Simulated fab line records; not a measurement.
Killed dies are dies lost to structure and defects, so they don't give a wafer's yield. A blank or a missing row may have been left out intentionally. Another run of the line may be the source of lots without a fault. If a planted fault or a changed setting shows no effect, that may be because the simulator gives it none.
8D (eight disciplines) problem report, filled in by code	flow gf180mcu	the parts of the form that need people (team, actions taken, sign-off) are left out

== 1. WHAT WENT WRONG ==
HV_LDD_3_TW at GF_HV_LDD_TW_MEAS_38 reads a mean of 1326 on 6 wafers of 2 lots; wafers without a fault read 1435 with a standard deviation of 6.3. Measured from the usual mean, that is -17 standard deviations.
First observed at day 14 05:38: wafer L968.1, on film_metro-02. At this step, 36 wafers from 12 lots have a number in the record. By rule, "out" or "out of limits" means more than 4 standard deviations away from the usual mean. The other wafers with a number count as sound.

== 2. WHAT IT IS; WHAT IT IS NOT ==
question	is	is not
which readings at this step	HV_LDD_3_TW	-
which lots	L968, L971	L961, L962, L964, L965, L966, L967, L978, L979, L981, L984
which wafers of those lots	all that have a number	-
read on which gauges	film_metro-02	film_metro-01, film_metro-04
when	from day 14 05:38	up to then (18 sound wafers); but 12 sound wafers of L978, L979, L981, L984 came after

== 3. WHAT RULES OUT EACH SUSPECT ==
Counting: a tool stays on the suspect list if, at a process step up to the reading, it processed all lots that are out and no sound lot following the first of them.
- ruled out: the gauge at GF_HV_LDD_TW_MEAS_38. All the wafers that are out were read on film_metro-02, but those of them that GF_HV_LDD_IMPLANT_35 has rows for are out there too, on other tools.
- rtp_anneal-01 at GF_VT_IMPLANT_RTA_45 (time 30 s): ruled out as a lasting fault. Following L968 (day 9 16:08), the first lot on it that is out, the sound lots L979 were run on it.
- implanter-03 at GF_HV_LDD_IMPLANT_35: kept. It processed each lot that is out, first L968 at day 14 05:14, and no sound lot thereafter; up to then, the last sound lot it processed was L966 at day 13 08:55. Out on those wafers are its own readings of dose_ions_cm2, faraday_current_uA.
Left after counting: implanter-03 at GF_HV_LDD_IMPLANT_35.

== 4. THE CAUSE (what the simulator had put in) ==
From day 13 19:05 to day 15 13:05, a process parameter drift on implanter-03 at GF_HV_LDD_IMPLANT_35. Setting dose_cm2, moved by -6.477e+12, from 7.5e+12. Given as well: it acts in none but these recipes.
Only this tool survived the counting.

== 5. THE EFFECT CHAIN, in route order ==
Rows list readings where the struck wafers' mean (over those with a number) sits beyond 3 standard deviations from the usual. Readings are gone through only where the record gives a usual standard deviation; hours: the median, over the lots, of the time from a lot's start at the first step in this table giving one to that lot's start at this step; sigmas: the change measured in usual standard deviations.
hours	step	reading	usual	on struck wafers	change	sigmas
0	GF_HV_LDD_IMPLANT_35	dose_ions_cm2	7.499e+12	1.026e+12	-6.473e+12	-99 or more
0	GF_HV_LDD_IMPLANT_35	faraday_current_uA	42.2	5.8	-36.5	-46
0	GF_HV_LDD_TW_MEAS_38	HV_LDD_3_TW	1435	1326	-109	-17
22	GF_HV_LDD_RS_MEAS_53	HV_LDD_RS	418.2 ohm/sq	438.1	+19.9	+20
Here are the process steps it includes:
- GF_HV_LDD_IMPLANT_35
Later measuring or inspecting steps at which every struck wafer that the step has a row for has a number for every such reading, and none has moved that far: GF_HV_LDD_OVL_MEAS_47.

== 6. WHAT WOULD HAVE CAUGHT IT SOONER ==
In this record the first reading out of limits at a measuring or inspecting step was taken at day 14 05:38, 11 hours after the fault began at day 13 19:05.
Tool's own readings at GF_HV_LDD_IMPLANT_35, dose_ions_cm2, faraday_current_uA: out on all struck wafers the step has rows for; an alarm limit on them would have tripped on the first.
Among the 2 lots that are out, L971 began GF_HV_LDD_IMPLANT_35 on implanter-03 after day 14 05:38. A tool hold placed at that time would have kept it from harm.
